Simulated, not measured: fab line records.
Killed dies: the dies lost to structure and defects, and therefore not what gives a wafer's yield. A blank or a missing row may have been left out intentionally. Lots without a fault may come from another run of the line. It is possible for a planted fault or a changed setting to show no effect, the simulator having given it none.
Which of the tools did it? :: flow gf180mcu :: route of 602 steps, sampled at 1 step: 11 lots, 33 wafers

== WHAT EACH GAUGE READ, for each wafer ==
GF_M4_RS_MEAS_05: measurement is done with a four-point probe. Usual: M4_ALCU_RS 0.0694 ohm/sq, standard deviation 0.00056.
lot: L377
measured: day 22 08:20
on: film-metro-02
M4_ALCU_RS (ohm/sq): 0.0696 0.0696 0.0694
flag: 

lot: L378
measured: day 22 16:18
on: film-metro-04
M4_ALCU_RS (ohm/sq): 0.0686 0.0693 0.0688
flag: 

lot: L379
measured: day 22 22:07
on: film-metro-01
M4_ALCU_RS (ohm/sq): 0.0694 0.0692 0.0689
flag: 

lot: L380
measured: day 23 13:06
on: film-metro-02
M4_ALCU_RS (ohm/sq): 0.0695 0.0691 0.0700
flag: 

lot: L381
measured: day 23 18:50
on: film-metro-04
M4_ALCU_RS (ohm/sq): 0.0697 0.0694 0.0698
flag: 

lot: L383
measured: day 24 15:12
on: film-metro-04
M4_ALCU_RS (ohm/sq): 0.0696 0.0704 0.0698
flag: 

lot: L389
measured: day 26 09:31
on: film-metro-02
M4_ALCU_RS (ohm/sq): 0.0693 0.0694 0.0696
flag: 

lot: L390
measured: day 27 03:36
on: film-metro-02
M4_ALCU_RS (ohm/sq): 0.0700 0.0698 0.0704
flag: 

lot: L394
measured: day 28 01:55
on: film-metro-02
M4_ALCU_RS (ohm/sq): 0.0697 0.0694 0.0698
flag: 

lot: L397
measured: day 29 03:30
on: film-metro-01
M4_ALCU_RS (ohm/sq): 0.0701 0.0703 0.0702
flag: 

lot: L400
measured: day 29 16:42
on: film-metro-01
M4_ALCU_RS (ohm/sq): 0.0698 0.0695 0.0690
flag: 

== WHICH TOOL RAN EACH LOT (tool, then ch and the chambers of the sampled wafers, then the start) ==
There is no process step in the record ahead of these readings.

== AS READ BY THE TOOLS THEMSELVES (means over the sampled wafers that have a number; for cases with no such wafer, the mark the record gives instead) ==
The record holds no such reading with a usual standard deviation.

== THE ANSWER, worked out from the rows above alone ==
Rule: take the mean of a lot's wafers that have a number; if it is more than 3 standard deviations from the usual mean, the lot is off. Also off: a lot with no number at a reading for which 4 or more lots have one. Where the step has rows for the other lots, those lots are counted as sound. First the gauges in route order, then the tools' own readings, where a lot's mean is used as printed above. At the first step where some lot is off, the reading lying furthest off is the one used; lots without a number count as furthest.
None of the lots is off at any reading shown; this tells nothing.

== WHAT HAD BEEN PUT IN BY THE SIMULATOR ==
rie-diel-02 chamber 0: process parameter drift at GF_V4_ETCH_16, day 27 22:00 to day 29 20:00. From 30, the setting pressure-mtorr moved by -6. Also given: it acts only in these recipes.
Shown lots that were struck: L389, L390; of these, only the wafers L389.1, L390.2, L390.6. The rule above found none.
